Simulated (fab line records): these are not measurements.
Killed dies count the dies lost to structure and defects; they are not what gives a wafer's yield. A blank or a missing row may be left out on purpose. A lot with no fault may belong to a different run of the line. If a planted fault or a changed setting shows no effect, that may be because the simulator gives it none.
2 desks, one fault / flow gf180mcu / only its own numbers are on each desk; what lay behind them is given at the end

== AT THE METROLOGY DESK ==
Means of the sampled wafers that have a number, per lot and without regard to the tool the lot ran on: this is what the gauges read. Marked OUT: a lot whose mean sits more than 4 standard deviations from the usual mean, which makes it out of limits; the brackets give that distance.
Columns: A = cd nm at GF_M3_CD_MEAS_14, usual 279.7 nm; B = V4_CVD_02_THK at GF_V4_THK_MEAS_03, usual 849 nm
lot=L287; first seen here=day 21 13:44; A=279.1; B=845
lot=L289; first seen here=day 22 02:52; A=280.2; B=852
lot=L291; first seen here=day 23 02:22; A=278.8; B=842
lot=L292; first seen here=day 23 13:47; A=278.9; B=856
lot=L293; first seen here=day 23 18:04; A=280.9; B=849
lot=L295; first seen here=day 24 03:11; A=278.5; B=870
lot=L298; first seen here=day 25 11:23; A=280.0; B=859
lot=L300; first seen here=day 25 23:38; A=281.3; B=850
lot=L301; first seen here=day 26 06:58; A=280.2; B=844
lot=L302; first seen here=day 26 17:20; A=279.8; B=861
lot=L303; first seen here=day 26 19:56; A=280.5; B=862
lot=L308; first seen here=day 28 09:10; A=280.6; B=845
lot=L309; first seen here=day 28 11:11; A=279.9; B=839
This desk found nothing out of limits on any of the 13 lots.

== FOR THE TOOL OWNER'S DESK: cmp-02 ==
The tool's own readings at GF_V4_CMP_04 (polishes SiO2): means of the sampled wafers that have a number, for each lot that ran on this tool. Marked OUT: a lot whose mean sits more than 4 standard deviations from the usual mean, which makes it out of limits; the brackets give that distance.
Columns: A = edge zone pressure frac at GF_V4_CMP_04, usual 1.000; B = motor current A at GF_V4_CMP_04, usual 11.5 A; C = slurry filter dp kPa at GF_V4_CMP_04, usual 13.49 kPa; D = time to endpoint s at GF_V4_CMP_04, usual 81 s
lot=L289; first seen here=day 24 05:01; A=1.001; B=11.2; C=13.50; D=85
lot=L293; first seen here=day 25 18:04; A=1.003; B=11.8; C=13.45; D=78
lot=L302; first seen here=day 28 13:10; A=1.002; B=11.4; C=13.55; D=83
lot=L303; first seen here=day 28 15:39; A=1.003; B=11.2; C=13.46; D=84
lot=L308; first seen here=day 30 04:56; A=0.996; B=11.4; C=13.48; D=22 (-11) OUT
lot=L309; first seen here=day 30 06:05; A=1.001; B=11.4; C=13.42; D=22 (-11) OUT
Finding of this desk: L308, L309 out of limits; the first was L308 at day 30 04:56, on time to endpoint s at GF_V4_CMP_04. L289, L293, L302, L303: within limits.

== PUT TOGETHER ==
At day 30 04:56, on L308, L309, the tool owner's desk was in a position to raise an alarm.
From the metrology desk's view, nothing was out of limits.
The metrology desk holds a record of L308, L309, inside its limits.
GF_V4_CMP_04 was run on cmp-02 by each of the lots named.

== WHAT WAS PUT IN BY THE SIMULATOR ==
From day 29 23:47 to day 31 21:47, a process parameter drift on cmp-02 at GF_V4_CMP_04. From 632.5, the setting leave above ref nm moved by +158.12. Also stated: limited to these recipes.
Struck lots among those shown: L308, L309.
Delay in hours, fault start to first out-of-limits reading, by desk: the tool owner's desk at 5.
